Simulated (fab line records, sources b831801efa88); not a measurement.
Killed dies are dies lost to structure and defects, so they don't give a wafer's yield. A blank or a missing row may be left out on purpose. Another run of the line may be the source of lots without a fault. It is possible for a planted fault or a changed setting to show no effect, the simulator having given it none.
Commonality check across tools    flow sky130    Sampled: 13 lots, 39 wafers

== THE REASON FOR OPENING IT ==
Of 13 lots, 3 have the reading GATE_OXIDE_OXIDATION_00_THK flagged at SKY_GATE_OXIDE_THK_MEAS_02. No-fault wafers: 10.23 nm, standard deviation 0.2.
Rule: a lot is flagged when every wafer of it that has a number lies more than 4 standard deviations from that mean, or none has a number. The other lots count as sound.

lot   measured      on             GATE_OXIDE_OXIDATION_00_THK (nm), wafer by wafer  flag
L354  day 12 20:13  film-metro-03  9.84 9.87 9.93                                    
L356  day 13 14:35  film-metro-02  10.19 10.00 10.32                                 
L360  day 15 18:09  film-metro-01  10.17 10.22 10.14                                 
L359  day 15 19:34  film-metro-01  10.22 10.30 10.23                                 
L362  day 16 11:58  film-metro-03  11.34 11.17 11.22                                 FLAGGED
L361  day 16 11:59  film-metro-01  11.73 11.49 11.80                                 FLAGGED
L363  day 16 12:02  film-metro-01  11.74 11.70 11.88                                 FLAGGED
L366  day 17 16:19  film-metro-01  10.09 10.07 10.12                                 
L368  day 18 08:22  film-metro-01  10.22 10.11 10.22                                 
L373  day 19 11:20  film-metro-03  10.17 10.22 10.14                                 
L375  day 20 13:23  film-metro-03  9.95 10.01 9.91                                   
L376  day 20 18:03  film-metro-01  10.25 10.51 10.43                                 
L377  day 20 19:47  film-metro-02  10.29 10.31 10.15                                 
Average over the flagged lots: 11.56 nm; offset from the usual +1.33 nm, equal to +7 standard deviations.

== TOOL THAT RAN EACH LOT ==
3 process steps preceding the reading are held in the record, out of 708 steps in the route. Every cell lists first the tool, next ch and the chambers used by the sampled wafers, and last the start.
lot   flag     SKY_VT_ADJUST_LVTN_STRIP_20           SKY_VT_ADJUST_HVTR_STRIP_10           SKY_GATE_OXIDE_OXIDATION_01
L354           plasma-asher-02 ch 0,1, day 7 16:39   plasma-asher-02 ch 0,1, day 9 12:29   furnace-02 ch 0, day 12 18:47
L356           plasma-asher-03 ch 0, day 8 07:34     plasma-asher-02 ch 0,1, day 10 04:02  furnace-01 ch 0, day 13 13:10
L360           plasma-asher-03 ch 0,1, day 10 02:55  plasma-asher-02 ch 0,1, day 12 03:14  furnace-01 ch 0, day 15 16:44
L359           plasma-asher-04 ch 0,1, day 10 04:13  plasma-asher-02 ch 0,1, day 12 04:14  furnace-01 ch 0, day 15 18:09
L362  FLAGGED  plasma-asher-02 ch 0, day 10 12:13    plasma-asher-02 ch 0,1, day 12 13:29  furnace-01 ch 0, day 16 10:33
L361  FLAGGED  plasma-asher-03 ch 0,1, day 10 11:36  plasma-asher-02 ch 0,1, day 12 12:34  furnace-01 ch 0, day 16 10:33
L363  FLAGGED  plasma-asher-03 ch 0, day 10 13:52    plasma-asher-02 ch 0,1, day 12 15:59  furnace-01 ch 0, day 16 10:33
L366           plasma-asher-04 ch 0,1, day 11 14:16  plasma-asher-03 ch 0,1, day 13 19:26  furnace-02 ch 0, day 17 14:54
L368           plasma-asher-04 ch 0,1, day 12 01:15  plasma-asher-02 ch 0,1, day 14 06:13  furnace-02 ch 0, day 18 06:56
L373           plasma-asher-04 ch 0,1, day 13 09:10  plasma-asher-02 ch 0,1, day 15 13:44  furnace-02 ch 0, day 19 09:55
L375           plasma-asher-03 ch 0,1, day 14 05:48  plasma-asher-03 ch 0,1, day 16 12:16  furnace-01 ch 0, day 20 11:56
L376           plasma-asher-04 ch 0,1, day 14 10:07  plasma-asher-02 ch 0,1, day 16 16:59  furnace-01 ch 0, day 20 16:39
L377           plasma-asher-02 ch 0,1, day 14 12:03  plasma-asher-02 ch 0,1, day 16 19:52  furnace-01 ch 0, day 20 18:20
These steps, and what they do:
- SKY_VT_ADJUST_LVTN_STRIP_20: strips in O2/N2.
- SKY_VT_ADJUST_HVTR_STRIP_10: strips in O2/N2.
- SKY_GATE_OXIDE_OXIDATION_01: stabilise 600 s, purge 300 s, target thk 10.268 nm.
- SKY_GATE_OXIDE_THK_MEAS_02

== FLAGGED AGAINST TOTAL, ONE TOOL AT A TIME (gauges that did the reading follow at the end) ==
step                         tool             lots run  flagged  share of the flagged lots  sound lots run after its first flagged lot
SKY_VT_ADJUST_LVTN_STRIP_20  plasma-asher-02  3         1        some                       1 (L377)
SKY_VT_ADJUST_LVTN_STRIP_20  plasma-asher-03  5         2        some                       1 (L375)
SKY_VT_ADJUST_LVTN_STRIP_20  plasma-asher-04  5         0        none                       -
SKY_VT_ADJUST_HVTR_STRIP_10  plasma-asher-02  11        3        all                        4 (L368,L373,L376,L377)
SKY_VT_ADJUST_HVTR_STRIP_10  plasma-asher-03  2         0        none                       -
SKY_GATE_OXIDE_OXIDATION_01  furnace-01       9         3        all                        3 (L375,L376,L377)
SKY_GATE_OXIDE_OXIDATION_01  furnace-02       4         0        none                       -
SKY_GATE_OXIDE_THK_MEAS_02   film-metro-01    7         2        some                       3 (L366,L368,L376)
SKY_GATE_OXIDE_THK_MEAS_02   film-metro-02    2         0        none                       -
SKY_GATE_OXIDE_THK_MEAS_02   film-metro-03    4         1        some                       2 (L373,L375)

== THE TABLE: WHAT IT ALLOWS ==
Every flagged lot went through 2 rows of the table: plasma-asher-02 at SKY_VT_ADJUST_HVTR_STRIP_10 and furnace-01 at SKY_GATE_OXIDE_OXIDATION_01.
- plasma-asher-02 at SKY_VT_ADJUST_HVTR_STRIP_10 ran 11 lots, 3 of them flagged. After the first flagged lot (L368, L373, L376, L377), sound lots still ran on it; a lasting fault on the whole tool would not permit that.
- furnace-01 at SKY_GATE_OXIDE_OXIDATION_01 ran 9 lots, 3 of them flagged. After the first flagged lot (L375, L376, L377), sound lots still ran on it; a lasting fault on the whole tool would not permit that.
No row of the table ran every flagged lot and no sound lot after the first.

== WHAT THE SIMULATOR HAD PUT IN ==
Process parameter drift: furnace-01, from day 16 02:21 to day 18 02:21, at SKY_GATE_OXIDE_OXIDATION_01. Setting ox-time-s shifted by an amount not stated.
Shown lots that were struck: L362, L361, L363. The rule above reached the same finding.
